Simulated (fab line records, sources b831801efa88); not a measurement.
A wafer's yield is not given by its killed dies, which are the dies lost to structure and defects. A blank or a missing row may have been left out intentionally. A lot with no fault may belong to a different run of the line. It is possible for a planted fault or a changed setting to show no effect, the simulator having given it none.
fab line records	flow sky130
record: lots: 13	wafers: 39	lastDay: 49
route steps=708 shown FIELD_ISO@15 METAL5@663 PASSIVATION@681 PAD_OPEN@708
lots that met no fault: from a run of the same line without faults
startH: hours from the record's opening day to when the first of the lot's shown wafers began	waitH: how many hours have passed since the lot's step before this one	" same as the row above	L1.1+2: a single row standing in for several wafers	- no value present, or no start provided	* or withheld: withheld	< > ~ a bound
route shown NAME@n: names a module that has steps shown in the file, with the first one's number in the route	usual: mean and standard deviation over wafers with no fault	same: alike in all rows	chamber/n: place in a boat	sites: readings site by site	_std_site: the values' standard deviation	_edge_site: inner sites' mean taken away from outer sites' mean	radiusMm: how far each site lies from the wafer's centre	mask NAME#n: copy n	behind: tool/chamber where the wafer was last shaped	hold: why the lot was held/for how many hours/how that ended	device: the transistor (n, p or np) that didn't switch	end of line: tests run on the same wafers once the route is complete	where a step has no rows: the recipe by itself	killed: at the first sort, the dies lost to defects and structure; wafer yield is something else	map: a wafer's dies, x killed, . not, _ none there
set.NAME: the setting that was run; set.NAME@STEP: the one run at that earlier step	model.NAME: the simulator's own value behind a step, which no gauge read
route steps across a sampled set of lots; one table per step, one row per wafer
services: the hour from which a tool's chamber was out of use, counted from the record's first day as startH (under 0 if before that day), plus the number of hours and why
== steps ==
step: SKY_FIELD_ISO_ETCH_14
recipe: chemistry: N2/H2	target: BARC	ionEnergyEv: 200	sourceW: 500	biasW: 100	pressureMtorr: 30	n2FlowSccm: 100	h2FlowSccm: 200	stopOn: SiO2	timeS: 45.9	targetDepthA: 600
usual: drypumpMotorCurrentA: 5.8/0.31	oesProductAu: 0.856/0.005	throttleValvePct: 13.225/0.0094
lot.wafer	tool	chamber	startH	waitH	drypumpMotorCurrentA	oesProductAu	rfHoursCounterH	throttleValvePct
L422.2	rieDiel-02	1	30.56	0.1	5.8	0.849	146	13.221
L422.4	"	3	"	"	5.5	0.850	35	13.214
L422.5	"	0	"	"	5.4	0.861	-	13.218
L423.1	rieDiel-03	0	34.91	0.1	6.1	0.860	125	13.201
L423.2	"	3	"	"	6.0	0.863	130	13.208
L423.4	"	2	"	"	5.2	0.855	75	13.236
L424.1	rieDiel-03	3	40.96	0.1	6.0	0.865	130	13.234
L424.2	"	1	"	"	5.8	0.852	142	13.227
L424.5	"	3	"	"	6.0	0.859	-	13.233
L425.1	rieDiel-01	2	43.96	0.1	5.8	0.858	81	13.233
L425.3	"	0	"	"	5.6	0.863	52	13.230
L425.4	"	1	"	"	6.1	0.859	48	13.223
L427.1	rieDiel-01	0	54.46	0.1	5.6	0.853	53	13.207
L427.3	"	1	"	"	6.1	0.855	48	13.224
L427.6	"	1	"	"	6.1	0.849	-	13.226
L428.1	rieDiel-03	3	60.06	0.1	6.0	0.853	130	13.237
L428.3	"	1	"	"	5.8	0.856	142	13.227
L428.5	"	2	"	"	5.2	0.859	-	13.242
L429.1	rieDiel-02	2	65.26	0.1	5.3	0.847	54	13.217
L429.5	"	2	"	"	5.3	0.861	-	13.233
L429.6	"	1	"	"	5.8	0.846	-	13.226
L430.1	rieDiel-02	1	71.26	0.1	5.8	0.853	147	13.229
L430.4	"	2	"	"	5.3	0.854	-	13.205
L430.6	"	2	"	"	5.3	0.860	-	13.201
L431.1	rieDiel-03	1	76.16	0.1	5.8	0.855	143	13.227
L431.4	"	2	"	"	5.2	0.854	76	13.220
L431.5	"	1	"	"	5.8	0.850	-	13.232
L432.2	rieDiel-03	1	81.01	0.1	5.8	0.850	143	13.207
L432.3	"	2	"	"	5.2	0.858	76	13.237
L432.5	"	2	"	"	5.2	0.847	-	13.224
L440.1	rieDiel-03	0	122.56	0.1	6.1	0.844	127	13.236
L440.4	"	2	"	"	5.2	0.866	76	13.225
L440.5	"	0	"	"	6.1	0.862	-	13.229
L441.3	rieDiel-02	2	127.76	0.1	5.3	0.846	56	13.210
L441.4	"	0	"	"	5.4	0.857	-	13.217
L441.6	"	2	"	"	5.3	0.858	-	13.228
L442.1	rieDiel-03	1	133.15	0.1	5.8	0.859	144	13.243
L442.3	"	2	"	"	5.2	0.860	77	13.227
L442.4	"	0	"	"	6.1	0.864	127	13.214
step: SKY_METAL5_SPUTTER_02
recipe: material: AlCu	targetThkNm: 1150	powerW: 10600	timeS: 61.2	chamberPressurePa: 0.4
usual: cathodeDcPowerW: 10600/1.8	throttleValvePct: 30.1/0.9
lot.wafer	tool	chamber	startH	waitH	cathodeDcPowerW	throttleValvePct
L422.2	pvdSputter-03	-	1006.71	0.0	10601	30.2
L422.4	"	-	"	"	10598	29.6
L422.5	"	-	"	"	10600	29.7
L423.1	pvdSputter-02	-	1015.28	0.0	10599	28.8
L423.2	"	-	"	"	10599	31.4
L423.4	"	-	"	"	10600	31.2
L424.1	pvdSputter-03	-	1024.18	0.0	10600	30.4
L424.2	"	-	"	"	10600	29.7
L424.5	"	-	"	"	10601	29.6
L425.1	pvdSputter-03	-	1026.11	0.0	10601	29.8
L425.3	"	-	"	"	10601	31.1
L425.4	"	-	"	"	10601	30.1
L427.1	pvdSputter-02	-	1039.43	0.0	10601	28.6
L427.3	"	-	"	"	10598	31.3
L427.6	"	-	"	"	10603	31.7
L428.1	pvdSputter-01	-	1048.98	0.0	10598	30.5
L428.3	"	-	"	"	10601	28.5
L428.5	"	-	"	"	10603	28.7
L429.1	pvdSputter-03	-	1053.84	0.0	10601	31.1
L429.5	"	-	"	"	10598	29.7
L429.6	"	-	"	"	10600	29.7
L430.1	pvdSputter-03	-	1067.29	0.0	10602	29.8
L430.4	"	-	"	"	10598	30.1
L430.6	"	-	"	"	10602	31.1
L431.1	pvdSputter-03	-	1073.39	0.0	10602	30.8
L431.4	"	-	"	"	10598	30.2
L431.5	"	-	"	"	10602	31.0
L432.2	pvdSputter-03	-	1079.47	0.0	10599	29.8
L432.3	"	-	"	"	10600	31.0
L432.5	"	-	"	"	10603	31.2
L440.1	pvdSputter-03	-	1124.95	0.0	10602	31.1
L440.4	"	-	"	"	10603	30.0
L440.5	"	-	"	"	10601	29.7
L441.3	pvdSputter-01	-	1125.19	0.0	10602	28.7
L441.4	"	-	"	"	10600	28.2
L441.6	"	-	"	"	10601	30.8
L442.1	pvdSputter-02	-	1126.74	0.0	10600	31.5
L442.3	"	-	"	"	10598	28.9
L442.4	"	-	"	"	10600	31.3
step: SKY_PASSIVATION_CVD_00
recipe: material: SiO2	targetThkNm: 90	tempC: 400	timeS: withheld	rfW: 600
usual: heaterPowerOuterW: 396/53	heaterPowerW: 684/93
lot.wafer	tool	chamber	startH	waitH	heaterPowerOuterW	heaterPowerW
L422.2	pecvd-03	0	1030.46	0.0	360	707
L422.4	"	2	"	"	519	859
L422.5	"	0	"	"	363	692
L423.1	pecvd-02	0	1038.19	0.0	369	569
L423.2	"	1	"	"	343	596
L423.4	"	1	"	"	347	597
L424.1	pecvd-02	2	1045.95	0.0	317	529
L424.2	"	0	"	"	312	509
L424.5	"	1	"	"	303	548
L425.1	pecvd-01	0	1049.00	0.0	364	641
L425.3	"	2	"	"	382	688
L425.4	"	2	"	"	391	693
L427.1	pecvd-03	1	1062.00	0.0	452	828
L427.3	"	0	"	"	352	661
L427.6	"	1	"	"	448	820
L428.1	pecvd-01	1	1072.38	0.0	423	720
L428.3	"	0	"	"	409	711
L428.5	"	2	"	"	433	756
L429.1	pecvd-03	2	1076.91	0.0	483	778
L429.5	"	1	"	"	391	739
L429.6	"	0	"	"	383	752
L430.1	pecvd-03	1	1088.69	0.0	380	714
L430.4	"	0	"	"	432	775
L430.6	"	2	"	"	439	765
L431.1	pecvd-02	0	1094.50	0.0	401	622
L431.4	"	2	"	"	237	436
L431.5	"	1	"	"	356	586
L432.2	pecvd-01	2	1101.10	0.0	426	745
L432.3	"	1	"	"	360	609
L432.5	"	1	"	"	370	613
L440.1	pecvd-03	0	1144.75	0.0	462	811
L440.4	"	0	"	"	469	809
L440.5	"	2	"	"	503	813
L441.3	pecvd-01	2	1145.05	0.0	376	693
L441.4	"	0	"	"	413	697
L441.6	"	1	"	"	416	693
L442.1	pecvd-01	1	1147.26	0.0	430	706
L442.3	"	1	"	"	435	713
L442.4	"	0	"	"	411	703
step: SKY_PASSIVATION_THK_MEAS_03
recipe: reads: Si3N4_of_PASSIVATION_CVD_02
usual: PASSIVATION_CVD_02_THK: 539/7.4
lot.wafer	tool	chamber	startH	waitH	PASSIVATION_CVD_02_THK[nm]
L422.2	filmMetro-03	-	1030.77	-	538
L422.4	"	-	"	"	545
L422.5	"	-	"	"	544
L423.1	filmMetro-02	-	1038.51	-	540
L423.2	"	-	"	"	541
L423.4	"	-	"	"	539
L424.1	filmMetro-02	-	1046.26	-	535
L424.2	"	-	"	"	539
L424.5	"	-	"	"	557
L425.1	filmMetro-03	-	1049.31	-	517
L425.3	"	-	"	"	525
L425.4	"	-	"	"	531
L427.1	filmMetro-01	-	1062.31	-	541
L427.3	"	-	"	"	527
L427.6	"	-	"	"	537
L428.1	filmMetro-02	-	1072.69	-	535
L428.3	"	-	"	"	532
L428.5	"	-	"	"	548
L429.1	filmMetro-02	-	1077.22	-	533
L429.5	"	-	"	"	541
L429.6	"	-	"	"	538
L430.1	filmMetro-01	-	1089.00	-	540
L430.4	"	-	"	"	543
L430.6	"	-	"	"	536
L431.1	filmMetro-01	-	1094.80	-	537
L431.4	"	-	"	"	539
L431.5	"	-	"	"	551
L432.2	filmMetro-03	-	1101.41	-	525
L432.3	"	-	"	"	540
L432.5	"	-	"	"	532
L440.1	filmMetro-01	-	1145.05	-	542
L440.4	"	-	"	"	540
L440.5	"	-	"	"	549
L441.3	filmMetro-01	-	1145.37	-	527
L441.4	"	-	"	"	538
L441.6	"	-	"	"	527
L442.1	filmMetro-02	-	1147.58	-	539
L442.3	"	-	"	"	543
L442.4	"	-	"	"	540
step: SKY_PAD_OPEN_PROBE_99
usual: killed_at_M0_to_M3: 42/7.6	killed_at_M4_up: 2.9/1.7	killedAtContacts: 24/5.1	killedAtFrontEnd: 15/4	killedAtOther: 0.2/0.38	killedDies: 84/9.9	killedOpen: 46/7.2	killedShort: 38/6.6
same: grossDies: 492	killedAtBackSide: 0
lot.wafer	tool	chamber	startH	waitH	killed_at_M0_to_M3	killed_at_M4_up	killedAtContacts	killedAtFrontEnd	killedAtOther	killedDies	killedOpen	killedShort
L440.1	prober-02	-	1182.30	0.1	50	5	22	53	0	130	54	37
L440.4	prober-02	-	1182.45	0.2	40	2	22	44	0	108	43	40
L440.5	prober-02	-	1182.50	0.2	43	4	30	51	0	128	55	31
L442.1	prober-02	-	1184.55	0.1	39	1	30	63	1	134	40	40
L442.3	prober-02	-	1184.65	0.2	34	1	24	40	0	99	46	28
L442.4	prober-02	-	1184.70	0.2	49	5	31	50	1	136	59	41
killed by level:class
L440.1 FIELD_ISO:unspecified=39 VIA1:geometricParticle:open=13 CONTACT:geometricParticle:open=9 VIA2:geometricParticle:open=9 LI_CONTACT:geometricParticle:open=7 POLY_GATE:geometricParticle:open=6 METAL2:geometricParticle:short=6 METAL1:geometricParticle:short=5
L440.4 FIELD_ISO:unspecified=25 CONTACT:geometricParticle:open=8 CONTACT:geometricParticle:short=7 VIA1:geometricParticle:open=7 VIA3:geometricParticle:open=6 POLY_GATE:geometricParticle:short=5 VIA1:geometricParticle:short=5 VIA2:geometricParticle:open=5
L440.5 FIELD_ISO:unspecified=42 CONTACT:geometricParticle:open=11 VIA3:geometricParticle:open=11 LI_CONTACT:geometricParticle:open=8 VIA2:geometricParticle:open=6 VIA1:geometricParticle:open=5 VIA3:geometricParticle:short=5 VIA1:geometricParticle:short=4
L442.1 FIELD_ISO:unspecified=54 CONTACT:geometricParticle:open=13 METAL2:geometricParticle:short=8 VIA1:geometricParticle:open=8 LI_CONTACT:geometricParticle:open=7 METAL1:geometricParticle:short=6 LI_CONTACT:geometricParticle:short=5 VIA3:geometricParticle:open=4
L442.3 FIELD_ISO:unspecified=25 CONTACT:geometricParticle:open=11 VIA1:geometricParticle:open=8 VIA2:geometricParticle:open=8 VIA1:geometricParticle:short=6 LI_CONTACT:geometricParticle:open=5 CONTACT:geometricParticle:short=5 FIELD_ISO:geometricParticle:open=4
L442.4 FIELD_ISO:unspecified=36 VIA1:geometricParticle:open=12 LI_CONTACT:geometricParticle:open=10 CONTACT:geometricParticle:open=9 LOCAL_INTERCONNECT:geometricParticle:short=7 VIA3:geometricParticle:open=7 METAL2:geometricParticle:short=6 FIELD_ISO:geometricParticle:open=5
== services ==
tool	chamber	startH	hours	kind
pvdSputter-03	-	8.08	5.8	repair
rieDiel-03	2	62.41	2.3	repair
rieDiel-03	3	143.23	4.7	repair
rieDiel-03	3	155.18	2.5	repair
rieDiel-03	3	290.79	7.9	repair
rieDiel-03	-	362.76	2.8	pm
pvdSputter-03	-	368.42	3.8	repair
rieDiel-03	0	369.77	12.2	repair
pvdSputter-03	-	479.02	5.9	repair
rieDiel-03	2	501.74	11.9	repair
pvdSputter-03	-	532.88	1.4	repair
pvdSputter-03	-	571.03	1.1	repair
pvdSputter-03	-	587.27	2.6	repair
rieDiel-03	2	593.26	8.8	repair
rieDiel-03	1	599.45	20.3	repair
rieDiel-03	1	633.75	9.4	repair
pvdSputter-03	-	639.53	21.8	repair
rieDiel-03	-	643.37	17.9	repair
rieDiel-03	2	683.25	3.7	repair
pvdSputter-03	-	879.41	2.4	repair
pvdSputter-03	-	914.68	2.8	repair
pvdSputter-03	-	917.05	0.6	repair
pvdSputter-03	-	985.56	0.9	repair
pvdSputter-03	-	1116.04	1.3	repair
== key ==
firstSign: step: SKY_PAD_OPEN_PROBE_99	reading: killedAtFrontEnd	direction: up	sigmas: 9	usual: 15	struck: 50
effect: step: SKY_PAD_OPEN_PROBE_99	reading: killedDies	direction: up	sigmas: 3.9	usual: 84	struck: 122	wafersMoved: 5
metAt SKY_FIELD_ISO_ETCH_14
struckLots L440,L442
testerLeftOut L440,L442
notActingAt SKY_METAL5_SPUTTER_02,SKY_PASSIVATION_CVD_00,SKY_PASSIVATION_THK_MEAS_03
onsetBetween 81.01 122.56
fault: kind: chamberParticleSource	tool: rieDiel-03	chamber: -	onsetH: 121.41	steps: SKY_FIELD_ISO_ETCH_14	ratePerVisitCm2: 0.62382	endH: 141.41
testerLeftOut: of these lots the tester's yield and bins aren't shown, on N5 and GAA mostly nor the transistor test; their killed dies are dies lost to structure and defects alone, not to doping, threshold or leakage, so they don't give the yield
